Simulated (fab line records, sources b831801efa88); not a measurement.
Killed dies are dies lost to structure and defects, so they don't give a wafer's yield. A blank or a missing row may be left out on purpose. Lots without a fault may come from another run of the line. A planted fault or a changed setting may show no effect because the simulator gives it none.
fab line records | flow sky130
record lots=12 wafers=36 last_day=50
route steps=708 shown METAL2@489 VIA2@522 METAL3@533 PAD_OPEN@708
lots that met no fault: from a run of the same line without faults
start_h: hours from the record's first day to the start of the lot's first wafer shown | wait_h: hours since the lot's step before | " the same as in the row above | L1.1+2: a row that stands for several wafers | - no value, or no start given | * or withheld: withheld | < > ~ a bound
route shown NAME@n: a module of which the file shows steps, and the number in the route of the first | usual: mean/standard deviation of fault-free wafers | same: alike in all rows | chamber/n: place in a boat | sites: the reading at each site | _std_site: their standard deviation | _edge_site: outer sites' mean less inner sites' | radius_mm: how far each site lies from the wafer's centre | mask NAME#n: copy n | behind: the tool/chamber that last shaped the wafer | hold: why the lot was held/for how many hours/how that ended | device: the transistor (n, p or np) that didn't switch | end of line: the same wafers' tests at the end of the route | a step without rows: its recipe alone | killed: dies lost to structure and defects at the first sort, not the wafer's yield | map: a wafer's dies, x killed, . not, _ none there
set.NAME: the setting as run; set.NAME@STEP: as run at that earlier step | model.NAME: the simulator's own value behind a step, which no gauge read
steps of the route over a sample of lots; a table a step, a row a wafer
services: from which hour (start_h, from the record's first day; less than 0 if before it) a tool's chamber was out of use, for how many hours, and why
## steps
# step SKY_METAL2_THK_MEAS_06
# recipe thk_meas_gauge=xrf reads=AlCu_of_METAL2_SPUTTER_02
# usual METAL2_ALCU_THK=247/3.4
# columns lot.wafer tool chamber start_h wait_h METAL2_ALCU_THK[nm]
L613.1 film_metro-03 - 793.67 0.1 251
L613.4 " - " " 252
L613.5 " - " " 251
L614.3 film_metro-04 - 795.80 0.1 252
L614.4 " - " " 251
L614.5 " - " " 253
L615.3 film_metro-04 - 812.50 0.1 249
L615.4 " - " " 248
L615.6 " - " " 246
L616.1 film_metro-03 - 816.70 0.1 243
L616.4 " - " " 246
L616.6 " - " " 245
L618.2 film_metro-03 - 828.54 0.1 243
L618.4 " - " " 246
L618.5 " - " " 245
L619.1 film_metro-03 - 843.39 0.1 251
L619.2 " - " " 248
L619.3 " - " " 245
L622.1 film_metro-01 - 863.11 0.1 244
L622.3 " - " " 239
L622.5 " - " " 241
L628.1 film_metro-04 - 909.30 0.1 246
L628.3 " - " " 246
L628.6 " - " " 246
L627.1 film_metro-01 - 909.54 0.1 251
L627.3 " - " " 250
L627.4 " - " " 250
L632.2 film_metro-03 - 938.03 0.1 249
L632.3 " - " " 249
L632.5 " - " " 252
L635.2 film_metro-01 - 959.61 0.1 248
L635.4 " - " " 251
L635.6 " - " " 250
L636.1 film_metro-03 - 969.72 0.1 246
L636.4 " - " " 244
L636.5 " - " " 243
# step SKY_METAL2_DESCUM_17
# recipe chemistry=O2 source_power_w=150 bias_power_w=0 pressure_mtorr=10 temp_c=40 time_s=8
# usual drypump_motor_current_A=5.6/0.34 oes_product_au=1.002/0.0071
# same time_s=8
# columns lot.wafer tool chamber start_h wait_h drypump_motor_current_A oes_product_au rf_hours_counter_h
L613.1 rie_metal-04 0 820.59 0.0 6.0 0.996 16
L613.4 " 0 " " 6.0 1.005 -
L613.5 " 0 " " 6.0 1.001 -
L614.3 rie_metal-02 0 822.45 0.0 5.2 0.992 -
L614.4 " 1 " " 5.8 0.999 -
L614.5 " 0 " " 5.2 1.004 -
L615.3 rie_metal-03 0 838.47 0.0 5.8 1.007 -
L615.4 " 1 " " 5.8 1.005 -
L615.6 " 0 " " 5.8 1.014 -
L616.1 rie_metal-02 1 842.64 0.0 5.8 0.999 15
L616.4 " 0 " " 5.2 1.011 -
L616.6 " 1 " " 5.8 1.006 -
L618.2 rie_metal-04 0 854.09 0.0 6.0 1.009 18
L618.4 " 1 " " 5.1 1.004 -
L618.5 " 1 " " 5.1 0.993 -
L619.1 rie_metal-02 1 869.54 0.0 5.8 0.980 16
L619.2 " 0 " " 5.2 1.005 6
L619.3 " 1 " " 5.8 0.991 -
L622.1 rie_metal-02 0 888.94 0.0 5.2 1.003 7
L622.3 " 1 " " 5.8 0.994 -
L622.5 " 0 " " 5.2 0.998 -
L628.1 rie_metal-02 0 933.94 0.0 5.2 1.005 9
L628.3 " 0 " " 5.2 1.006 -
L628.6 " 0 " " 5.2 0.994 -
L627.1 rie_metal-03 1 934.61 0.0 5.8 1.004 18
L627.3 " 0 " " 5.9 0.999 -
L627.4 " 1 " " 5.8 0.998 -
L632.2 rie_metal-03 0 962.24 0.0 5.9 0.996 3
L632.3 " 1 " " 5.8 1.002 -
L632.5 " 0 " " 5.9 0.996 -
L635.2 rie_metal-04 0 983.69 0.0 5.9 1.011 4
L635.4 " 0 " " 6.0 1.006 -
L635.6 " 1 " " 5.2 0.994 -
L636.1 rie_metal-03 1 993.29 0.0 5.8 1.014 20
L636.4 " 1 " " 5.8 0.996 -
L636.5 " 1 " " 5.8 1.002 -
# step SKY_VIA2_ETCH_15
# recipe target=SiO2 chemistry=C4F8/O2/Ar target_depth_nm=546 stop_on=TiN mask_material=KrF-thick source_w=1500 bias_w=1200 pressure_mtorr=40 c4f8_flow_sccm=withheld O2_flow_sccm=6 Ar_flow_sccm=300 time_s=84
# usual oes_product_au=0.941/0.0048 rf_fwd_power_W=1491/6.2
# same time_s=84
# columns lot.wafer tool chamber start_h wait_h oes_product_au rf_fwd_power_W
L613.1 rie_diel-01 3 848.18 0.0 0.939 1499
L613.4 " 0 " " 0.949 1480
L613.5 " 1 " " 0.941 1498
L614.3 rie_diel-01 2 850.53 0.0 0.942 1498
L614.4 " 1 " " 0.942 1496
L614.5 " 0 " " 0.940 1482
L615.3 rie_diel-03 3 865.68 0.0 0.939 1493
L615.4 " 2 " " 0.945 1494
L615.6 " 3 " " 0.935 1483
L616.1 rie_diel-03 2 870.34 0.0 0.941 1499
L616.4 " 1 " " 0.946 1476
L616.6 " 0 " " 0.941 1491
L618.2 rie_diel-04 3 881.83 0.0 0.942 1489
L618.4 " 2 " " 0.940 1495
L618.5 " 1 " " 0.950 1494
L619.1 rie_diel-01 0 896.84 0.0 0.937 1478
L619.2 " 2 " " 0.938 1496
L619.3 " 1 " " 0.934 1494
L622.1 rie_diel-01 2 916.08 0.0 0.945 1491
L622.3 " 3 " " 0.939 1498
L622.5 " 0 " " 0.945 1490
L628.1 rie_diel-04 2 959.68 0.0 0.940 1496
L628.3 " 3 " " 0.948 1491
L628.6 " 2 " " 0.941 1498
L627.1 rie_diel-03 1 960.08 0.0 0.934 1247
L627.3 " 3 " " 0.936 1255
L627.4 " 0 " " 0.940 1249
L632.2 rie_diel-03 2 986.99 0.0 0.942 1255
L632.3 " 1 " " 0.936 1241
L632.5 " 3 " " 0.937 1246
L635.2 rie_diel-04 1 1008.33 0.0 0.942 1493
L635.4 " 2 " " 0.944 1488
L635.6 " 1 " " 0.943 1491
L636.1 rie_diel-04 0 1017.43 0.0 0.932 1484
L636.4 " 3 " " 0.936 1481
L636.5 " 2 " " 0.944 1498
# step SKY_METAL3_SPUTTER_01
# recipe material=TiN target_thk_nm=20 power_w=6500 time_s=16.7 chamber_pressure_pa=0.4
# usual throttle_valve_pct=29.9/1.1
# same time_s=16.7
# columns lot.wafer tool chamber start_h wait_h throttle_valve_pct
L613.1 pvd_sputter-01 - 849.53 0.0 31.6
L613.4 " - " " 27.9
L613.5 " - " " 27.5
L614.3 pvd_sputter-03 - 851.88 0.0 29.4
L614.4 " - " " 29.7
L614.5 " - " " 29.8
L615.3 pvd_sputter-03 - 867.04 0.0 29.4
L615.4 " - " " 29.4
L615.6 " - " " 29.4
L616.1 pvd_sputter-01 - 871.72 0.0 27.8
L616.4 " - " " 30.3
L616.6 " - " " 31.5
L618.2 pvd_sputter-01 - 883.19 0.0 30.4
L618.4 " - " " 29.7
L618.5 " - " " 29.8
L619.1 pvd_sputter-03 - 898.19 0.0 29.9
L619.2 " - " " 29.5
L619.3 " - " " 29.8
L622.1 pvd_sputter-04 - 917.44 0.0 30.6
L622.3 " - " " 30.6
L622.5 " - " " 31.3
L628.1 pvd_sputter-04 - 961.21 0.0 30.7
L628.3 " - " " 30.7
L628.6 " - " " 28.7
L627.1 pvd_sputter-03 - 961.51 0.0 29.5
L627.3 " - " " 29.6
L627.4 " - " " 29.8
L632.2 pvd_sputter-01 - 989.64 0.0 30.4
L632.3 " - " " 31.5
L632.5 " - " " 31.2
L635.2 pvd_sputter-03 - 1009.75 0.0 29.7
L635.4 " - " " 29.4
L635.6 " - " " 29.8
L636.1 pvd_sputter-01 - 1018.93 0.0 31.7
L636.4 " - " " 30.4
L636.5 " - " " 27.5
# step SKY_PAD_OPEN_PROBE_99
# usual defect_limited_yield=82.4/1.9 killed_at_M0_to_M3=44/7 killed_at_M4_up=3.2/1.8 killed_at_contacts=24/5.1 killed_at_front_end=15/4.3 killed_at_other=0.3/0.5 killed_dies=86/9.6 killed_open=48/7.1 killed_short=38/6.7 sort_bin_3_pad_short=0.9/0.44 sort_bin_5_function=10.3/1.5 sort_bin_6_memory=6.4/1.1 sort_n_pass=406/9.6 sort_yield_pct=82.4/1.9
# same gross_dies=492 killed_at_back_side=0 sort_bin_4_leakage[%]=0 sort_bin_8_speed[%]=0
# columns lot.wafer tool chamber start_h wait_h defect_limited_yield[%] killed_at_M0_to_M3 killed_at_M4_up killed_at_contacts killed_at_front_end killed_at_other killed_dies killed_open killed_short sort_bin_3_pad_short[%] sort_bin_5_function[%] sort_bin_6_memory[%] sort_n_pass sort_yield_pct[%]
L613.1 prober-01 - 1076.90 0.1 84.8 43 2 21 9 0 75 43 32 1.6 8.3 5.3 417 84.8
L613.4 prober-01 - 1077.05 0.2 85.2 40 2 17 14 0 73 43 27 0.2 10.2 4.5 419 85.2
L613.5 prober-01 - 1077.10 0.2 82.7 43 3 25 13 1 85 45 36 0.8 10.4 6.1 407 82.7
L614.3 prober-02 - 1078.02 0.2 81.5 47 3 22 19 0 91 55 36 1.0 11.8 5.7 401 81.5
L614.4 prober-02 - 1078.07 0.2 85.6 36 2 21 12 0 71 39 32 0.4 7.7 6.3 421 85.6
L614.5 prober-02 - 1078.12 0.2 83.5 41 2 25 13 0 81 39 42 1.2 8.5 6.7 411 83.5
L615.3 prober-01 - 1091.84 0.2 85.4 41 2 21 8 0 72 32 40 0.8 8.3 5.5 420 85.4
L615.4 prober-01 - 1091.89 0.2 84.6 45 0 24 7 0 76 35 41 1.4 8.9 5.1 416 84.6
L615.6 prober-01 - 1091.99 0.2 82.9 58 2 17 6 1 84 58 26 0.4 10.8 5.9 408 82.9
L616.1 prober-02 - 1093.02 0.1 82.5 34 4 25 23 0 86 42 44 1.4 10.4 5.7 406 82.5
L616.4 prober-02 - 1093.17 0.2 82.3 49 3 23 11 1 87 54 33 0.2 12.4 5.1 405 82.3
L616.6 prober-02 - 1093.27 0.2 82.1 54 1 18 15 0 88 36 52 0.8 11.0 6.1 404 82.1
L618.2 prober-02 - 1102.41 0.1 80.3 60 7 19 11 0 97 52 45 1.6 12.0 6.1 395 80.3
L618.4 prober-02 - 1102.51 0.2 80.7 46 4 29 16 0 95 48 47 1.0 10.8 7.5 397 80.7
L618.5 prober-02 - 1102.56 0.2 80.9 54 6 25 9 0 94 52 42 1.0 11.0 7.1 398 80.9
L619.1 prober-01 - 1113.66 0.1 82.9 42 3 24 15 0 84 51 31 0.2 8.9 7.9 408 82.9
L619.2 prober-01 - 1113.71 0.1 81.1 41 2 30 19 1 93 55 37 1.6 10.8 6.5 399 81.1
L619.3 prober-01 - 1113.76 0.2 81.9 43 4 23 19 0 89 46 42 1.2 10.4 6.5 403 81.9
L622.1 prober-02 - 1128.66 0.1 84.8 38 3 17 17 0 75 40 34 0.6 9.1 5.5 417 84.8
L622.3 prober-02 - 1128.76 0.2 81.9 50 6 18 15 0 89 51 38 0.8 11.4 5.9 403 81.9
L622.5 prober-02 - 1128.86 0.2 78.9 44 2 34 24 0 104 59 45 0.4 12.8 7.9 388 78.9
L628.1 prober-01 - 1162.76 0.1 83.1 42 2 30 9 0 83 42 41 1.4 10.8 4.7 409 83.1
L628.3 prober-01 - 1162.86 0.2 81.7 46 5 26 13 0 90 52 37 0.4 11.0 6.9 402 81.7
L628.6 prober-01 - 1163.01 0.2 83.9 32 3 30 13 1 79 41 37 0.2 10.0 5.9 413 83.9
L627.1 prober-02 - 1164.05 0.1 85.4 33 1 22 16 0 72 47 25 0.8 8.3 5.5 420 85.4
L627.3 prober-02 - 1164.15 0.2 83.9 44 4 18 13 0 79 48 30 0.4 10.4 5.3 413 83.9
L627.4 prober-02 - 1164.20 0.2 84.8 38 3 19 13 2 75 34 37 1.0 8.9 5.3 417 84.8
L632.2 prober-02 - 1183.79 0.1 81.7 45 4 28 13 0 90 49 41 0.4 10.8 7.1 402 81.7
L632.3 prober-02 - 1183.84 0.2 82.1 47 4 15 22 0 88 58 30 1.2 10.0 6.7 404 82.1
L632.5 prober-02 - 1183.94 0.2 80.9 52 7 23 11 1 94 56 38 0.8 12.0 6.3 398 80.9
L635.2 prober-01 - 1199.32 0.1 83.1 43 0 31 9 0 83 45 38 0.8 8.9 7.1 409 83.1
L635.4 prober-01 - 1199.42 0.2 82.9 46 3 25 10 0 84 47 37 1.4 10.6 5.1 408 82.9
L635.6 prober-01 - 1199.52 0.2 79.9 44 9 34 12 0 99 60 39 0.8 12.4 6.9 393 79.9
L636.1 prober-02 - 1203.15 0.1 81.7 49 3 27 11 0 90 56 34 0.4 12.0 5.9 402 81.7
L636.4 prober-02 - 1203.30 0.2 85.8 34 3 17 16 0 70 43 27 1.0 7.5 5.7 422 85.8
L636.5 prober-02 - 1203.35 0.2 83.1 45 2 26 10 0 83 44 39 1.0 9.3 6.5 409 83.1
# killed by level:class
L613.1 CONTACT:geometric_particle:open=14 METAL2:geometric_particle:short=10 VIA1:geometric_particle:short=7 LI_CONTACT:geometric_particle:open=5 METAL1:geometric_particle:short=5 VIA2:geometric_particle:open=5 SPACER:geometric_particle:open=4 VIA1:geometric_particle:open=4
L613.4 VIA1:geometric_particle:open=8 VIA2:geometric_particle:open=7 CONTACT:geometric_particle:open=6 VIA3:geometric_particle:open=6 POLY_GATE:geometric_particle:open=5 LI_CONTACT:geometric_particle:open=5 METAL1:geometric_particle:short=5 METAL2:geometric_particle:short=5
L613.5 CONTACT:geometric_particle:open=10 VIA3:geometric_particle:open=7 VIA2:geometric_particle:open=7 VIA1:geometric_particle:short=6 VIA2:geometric_particle:short=6 LI_CONTACT:geometric_particle:short=5 LI_CONTACT:geometric_particle:open=5 VIA1:geometric_particle:open=5
L614.3 VIA1:geometric_particle:open=12 POLY_GATE:geometric_particle:open=8 CONTACT:geometric_particle:open=8 VIA2:geometric_particle:open=7 METAL1:geometric_particle:short=6 VIA3:geometric_particle:open=5 CONTACT:geometric_particle:short=5 METAL2:geometric_particle:short=5
L614.4 VIA2:geometric_particle:open=8 LI_CONTACT:geometric_particle:open=7 CONTACT:geometric_particle:open=7 METAL2:geometric_particle:short=6 FIELD_ISO:geometric_particle:open=4 POLY_CUT:geometric_particle:short=4 METAL1:geometric_particle:short=4 VIA1:geometric_particle:short=4
L614.5 METAL2:geometric_particle:short=11 VIA1:geometric_particle:open=11 CONTACT:geometric_particle:open=9 LOCAL_INTERCONNECT:geometric_particle:short=7 CONTACT:geometric_particle:short=5 VIA1:geometric_particle:short=4 VIA2:geometric_particle:open=4 LI_CONTACT:geometric_particle:open=3
L615.3 VIA1:geometric_particle:open=9 VIA2:geometric_particle:open=7 CONTACT:geometric_particle:short=6 CONTACT:geometric_particle:open=6 METAL1:geometric_particle:short=6 LI_CONTACT:geometric_particle:short=4 VIA1:geometric_particle:short=4 VIA2:geometric_particle:short=4
L615.4 VIA1:geometric_particle:open=9 METAL1:geometric_particle:short=8 CONTACT:geometric_particle:open=7 METAL2:geometric_particle:short=7 LI_CONTACT:geometric_particle:open=7 VIA1:geometric_particle:short=6 LOCAL_INTERCONNECT:geometric_particle:short=5 VIA3:geometric_particle:open=5
L615.6 VIA1:geometric_particle:open=21 VIA3:geometric_particle:open=9 LI_CONTACT:geometric_particle:open=8 VIA2:geometric_particle:open=6 METAL1:geometric_particle:short=5 CONTACT:geometric_particle:open=4 VIA1:geometric_particle:short=4 LOCAL_INTERCONNECT:geometric_particle:short=3
L616.1 CONTACT:geometric_particle:open=9 FIELD_ISO:geometric_particle:open=8 POLY_GATE:geometric_particle:short=7 VIA2:geometric_particle:open=7 CONTACT:geometric_particle:short=7 METAL1:geometric_particle:short=7 VIA3:geometric_particle:open=6 METAL2:geometric_particle:short=4
L616.4 VIA1:geometric_particle:open=18 POLY_GATE:geometric_particle:open=6 LI_CONTACT:geometric_particle:open=6 CONTACT:geometric_particle:open=6 VIA2:geometric_particle:open=6 VIA2:geometric_particle:short=6 METAL2:geometric_particle:short=5 VIA3:geometric_particle:open=5
L616.6 VIA3:geometric_particle:open=10 VIA2:geometric_particle:short=9 VIA1:geometric_particle:open=7 VIA2:geometric_particle:open=7 CONTACT:geometric_particle:short=6 METAL2:geometric_particle:short=6 VIA3:geometric_particle:short=6 FIELD_ISO:geometric_particle:short=4
L618.2 VIA1:geometric_particle:open=11 VIA3:geometric_particle:open=9 VIA2:geometric_particle:open=8 METAL1:geometric_particle:short=8 CONTACT:geometric_particle:open=8 METAL2:geometric_particle:short=7 CONTACT:geometric_particle:short=5 VIA1:geometric_particle:short=5
L618.4 VIA2:geometric_particle:open=11 CONTACT:geometric_particle:open=11 VIA1:geometric_particle:open=9 FIELD_ISO:geometric_particle:short=7 CONTACT:geometric_particle:short=7 METAL1:geometric_particle:short=7 LOCAL_INTERCONNECT:geometric_particle:short=6 VIA3:geometric_particle:open=6
L618.5 VIA1:geometric_particle:open=11 CONTACT:geometric_particle:open=10 VIA2:geometric_particle:open=8 VIA3:geometric_particle:open=7 VIA1:geometric_particle:short=6 LI_CONTACT:geometric_particle:open=5 VIA2:geometric_particle:short=5 METAL1:geometric_particle:short=4
L619.1 LI_CONTACT:geometric_particle:open=8 VIA3:geometric_particle:open=8 FIELD_ISO:geometric_particle:open=7 VIA2:geometric_particle:open=7 METAL1:geometric_particle:short=6 VIA1:geometric_particle:open=6 LI_CONTACT:geometric_particle:short=5 CONTACT:geometric_particle:open=5
L619.2 VIA2:geometric_particle:open=12 CONTACT:geometric_particle:open=9 POLY_GATE:geometric_particle:short=7 LI_CONTACT:geometric_particle:open=7 VIA3:geometric_particle:open=6 VIA1:geometric_particle:open=6 LI_CONTACT:geometric_particle:short=5 CONTACT:geometric_particle:short=5
L619.3 VIA2:geometric_particle:open=8 FIELD_ISO:geometric_particle:short=7 METAL2:geometric_particle:short=7 LI_CONTACT:geometric_particle:open=7 CONTACT:geometric_particle:open=7 VIA1:geometric_particle:open=6 CONTACT:geometric_particle:short=5 POLY_GATE:geometric_particle:open=4
L622.1 VIA1:geometric_particle:open=17 CONTACT:geometric_particle:open=7 METAL2:geometric_particle:short=5 VIA1:geometric_particle:short=5 FIELD_ISO:geometric_particle:open=4 POLY_GATE:geometric_particle:short=4 LI_CONTACT:geometric_particle:open=3 LI_CONTACT:geometric_particle:short=3
L622.3 VIA1:geometric_particle:open=16 LI_CONTACT:geometric_particle:open=7 VIA2:geometric_particle:open=7 METAL1:geometric_particle:short=7 VIA3:geometric_particle:open=6 METAL2:geometric_particle:short=5 VIA1:geometric_particle:short=5 METAL4:geometric_particle:short=5
L622.5 CONTACT:geometric_particle:open=13 VIA1:geometric_particle:open=12 VIA2:geometric_particle:open=10 CONTACT:geometric_particle:short=8 POLY_GATE:geometric_particle:short=8 LI_CONTACT:geometric_particle:open=6 FIELD_ISO:geometric_particle:open=5 LOCAL_INTERCONNECT:geometric_particle:short=4
L628.1 LI_CONTACT:geometric_particle:open=10 LOCAL_INTERCONNECT:geometric_particle:short=6 CONTACT:geometric_particle:short=6 CONTACT:geometric_particle:open=6 METAL1:geometric_particle:short=6 VIA1:geometric_particle:open=5 METAL2:geometric_particle:short=5 VIA2:geometric_particle:open=5
L628.3 CONTACT:geometric_particle:open=13 VIA1:geometric_particle:open=10 VIA3:geometric_particle:open=9 CONTACT:geometric_particle:short=6 METAL1:geometric_particle:short=4 METAL2:geometric_particle:short=4 VIA2:geometric_particle:open=4 METAL3:geometric_particle:short=4
L628.6 LI_CONTACT:geometric_particle:open=12 VIA1:geometric_particle:open=9 CONTACT:geometric_particle:open=8 METAL2:geometric_particle:short=8 VIA1:geometric_particle:short=7 LI_CONTACT:geometric_particle:short=5 POLY_GATE:geometric_particle:short=4 LOCAL_INTERCONNECT:geometric_particle:short=4
L627.1 VIA3:geometric_particle:open=9 FIELD_ISO:geometric_particle:open=8 LI_CONTACT:geometric_particle:open=7 VIA1:geometric_particle:open=6 CONTACT:geometric_particle:open=5 FIELD_ISO:geometric_particle:short=4 VIA2:geometric_particle:open=4 CONTACT:geometric_particle:short=4
L627.3 VIA1:geometric_particle:open=12 VIA3:geometric_particle:open=7 VIA1:geometric_particle:short=6 METAL2:geometric_particle:short=6 FIELD_ISO:geometric_particle:open=4 FIELD_ISO:geometric_particle:short=4 LI_CONTACT:geometric_particle:short=4 LI_CONTACT:geometric_particle:open=4
L627.4 VIA3:geometric_particle:short=9 CONTACT:geometric_particle:open=7 VIA3:geometric_particle:open=6 VIA1:geometric_particle:short=5 METAL2:geometric_particle:short=5 LI_CONTACT:geometric_particle:open=4 VIA1:geometric_particle:open=4 POLY_GATE:geometric_particle:short=3
L632.2 LI_CONTACT:geometric_particle:open=12 VIA1:geometric_particle:open=12 CONTACT:geometric_particle:open=8 VIA1:geometric_particle:short=6 VIA2:geometric_particle:open=5 VIA3:geometric_particle:short=5 CONTACT:geometric_particle:short=4 METAL2:geometric_particle:short=4
L632.3 FIELD_ISO:geometric_particle:open=12 VIA3:geometric_particle:open=11 VIA2:geometric_particle:open=10 VIA1:geometric_particle:open=8 CONTACT:geometric_particle:short=5 VIA1:geometric_particle:short=5 FIELD_ISO:geometric_particle:short=4 CONTACT:geometric_particle:open=4
L632.5 VIA1:geometric_particle:open=14 CONTACT:geometric_particle:open=9 METAL1:geometric_particle:short=8 VIA2:geometric_particle:open=8 VIA3:geometric_particle:open=6 LI_CONTACT:geometric_particle:open=5 FIELD_ISO:geometric_particle:open=4 LI_CONTACT:geometric_particle:short=4
L635.2 CONTACT:geometric_particle:open=11 VIA1:geometric_particle:open=8 VIA2:geometric_particle:open=8 VIA3:geometric_particle:open=6 FIELD_ISO:geometric_particle:short=5 LI_CONTACT:geometric_particle:open=5 LOCAL_INTERCONNECT:geometric_particle:short=5 METAL1:geometric_particle:short=5
L635.4 CONTACT:geometric_particle:open=11 VIA3:geometric_particle:open=9 VIA1:geometric_particle:open=8 METAL2:geometric_particle:short=8 VIA2:geometric_particle:open=8 LI_CONTACT:geometric_particle:open=5 VIA3:geometric_particle:short=4 LOCAL_INTERCONNECT:geometric_particle:short=4
L635.6 VIA3:geometric_particle:open=12 CONTACT:geometric_particle:open=11 LI_CONTACT:geometric_particle:open=8 METAL2:geometric_particle:short=6 LOCAL_INTERCONNECT:geometric_particle:short=6 METAL1:geometric_particle:short=5 VIA1:geometric_particle:open=5 FIELD_ISO:geometric_particle:open=4
L636.1 VIA1:geometric_particle:open=12 CONTACT:geometric_particle:open=10 VIA2:geometric_particle:open=9 VIA1:geometric_particle:short=9 VIA3:geometric_particle:open=8 LI_CONTACT:geometric_particle:open=6 LOCAL_INTERCONNECT:geometric_particle:short=5 CONTACT:geometric_particle:short=4
L636.4 VIA1:geometric_particle:open=13 LI_CONTACT:geometric_particle:open=5 POLY_GATE:geometric_particle:short=5 POLY_GATE:geometric_particle:open=5 LOCAL_INTERCONNECT:geometric_particle:short=5 CONTACT:geometric_particle:open=5 VIA3:geometric_particle:open=5 METAL1:geometric_particle:short=4
L636.5 CONTACT:geometric_particle:open=10 VIA1:geometric_particle:open=9 VIA2:geometric_particle:short=8 VIA1:geometric_particle:short=7 LOCAL_INTERCONNECT:geometric_particle:short=6 LI_CONTACT:geometric_particle:short=5 METAL1:geometric_particle:open=4 POLY_GATE:geometric_particle:open=4
## services
# columns tool chamber start_h hours kind
pvd_sputter-03 - 799.00 24.2 repair
rie_metal-02 - 802.57 5.0 repair
rie_diel-03 1 814.68 3.0 repair
rie_diel-01 3 820.67 13.5 repair
rie_diel-03 3 828.33 6.8 repair
rie_diel-04 - 832.40 0.5 repair
rie_diel-04 3 836.78 2.6 repair
rie_diel-04 1 843.52 1.7 repair
rie_diel-03 1 849.83 11.1 repair
rie_metal-02 - 872.29 2.7 repair
rie_diel-04 1 885.74 4.1 repair
rie_diel-04 - 894.99 0.3 repair
rie_diel-03 - 899.05 14.6 pm
rie_diel-04 1 900.11 17.0 repair
rie_diel-01 2 906.71 1.4 repair
rie_diel-03 3 917.58 10.7 repair
rie_diel-03 1 923.96 3.2 repair
rie_diel-03 - 925.28 1.8 repair
rie_metal-03 - 987.69 4.4 repair
rie_diel-01 0 991.62 27.4 repair
rie_metal-02 1 993.90 5.6 repair
pvd_sputter-03 - 994.57 1.2 repair
rie_diel-04 0 998.50 10.6 repair
rie_diel-01 3 1011.68 2.8 repair
## key
first_sign step=SKY_VIA2_ETCH_15 reading=rf_fwd_power_W direction=down sigmas=39 usual=1491 struck=1249
effect none on later readings
met_at SKY_VIA2_ETCH_15
struck_lots L627,L632
not_acting_at SKY_METAL2_THK_MEAS_06,SKY_METAL2_DESCUM_17,SKY_METAL3_SPUTTER_01
onset_between 870.34 960.08
fault kind=process_parameter_drift tool=rie_diel-03 chamber=- onset_h=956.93 steps=SKY_VIA2_ETCH_15 channel=source_w offset=-240 shape=step end_h=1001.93 acts_in=these_recipes_only stated=1500
